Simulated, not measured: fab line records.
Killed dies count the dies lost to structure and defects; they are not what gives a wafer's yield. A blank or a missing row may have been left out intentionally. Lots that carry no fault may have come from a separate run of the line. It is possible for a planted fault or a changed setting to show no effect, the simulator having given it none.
Matching of chambers -- flow sky130 -- SKY_CONTACT_ETCH_17 on rie_diel-02 has 4 sister chambers
The step etches SiO2 in C4F8/O2/Ar, stops on Si3N4, target depth 340 nm. 8 wafers are shown with their chamber, then 9 later ones without.

== EACH WAFER AND ITS CHAMBER ==
wafer,chamber,rf_fwd_power_W (W),oes_product_au (a.u.)
L085.4,3,1482,0.894
L086.4,0,1489,0.891
L087.1,0,1493,0.893
L087.3,1,1485,0.893
L087.5,2,1498,0.897
L092.4,1,1480,0.895
L092.5,2,1493,0.893
L092.6,3,1488,0.900

== WAFERS WHOSE CHAMBER IS MISSING ==
wafer,rf_fwd_power_W (W),oes_product_au (a.u.)
L094.3,1490,0.889
L094.4,1484,0.894
L094.6,1494,0.893
L095.1,1491,0.882
L095.3,1485,0.902
L095.6,1492,0.887
L096.2,1493,0.898
L096.3,1487,0.896
L096.4,1482,0.885

== THE CHAMBER EACH PASSED THROUGH ==
wafer,from the rows above,in truth
L094.3,can't be placed: 0 or 2 or 1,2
L094.4,can't be placed: 1 or 3 or 0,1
L094.6,can't be placed: 2 or 0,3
L095.1,can't be placed: 0 or 2 or 1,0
L095.3,can't be placed: 3 or 1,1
L095.6,can't be placed: 0 or 2 or 1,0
L096.2,can't be placed: 2 or 0 or 3 or 1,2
L096.3,can't be placed: 3 or 1 or 0 or 2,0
L096.4,can't be placed: 1 or 0 or 3 or 2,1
0 of 9 placed correctly. Unplaceable from these rows: 9, with the true chamber sitting among the candidates in 8. 0 placed wrongly.
How it was worked out, from the rows above alone: a wafer's distance from a chamber is the root of the sum, over the readings, of the square of ((its reading less the chamber's mean) divided by the reading's scatter). If the next closest chamber is less than 2 further off than the closest, the wafer can't be placed; otherwise it belongs to the closest. A chamber's mean is the mean of its shown wafers. How the scatter is found: for the shown wafers, subtract from each reading the mean of its chamber, square and add these, divide the total by (wafers less chambers), then take the root.
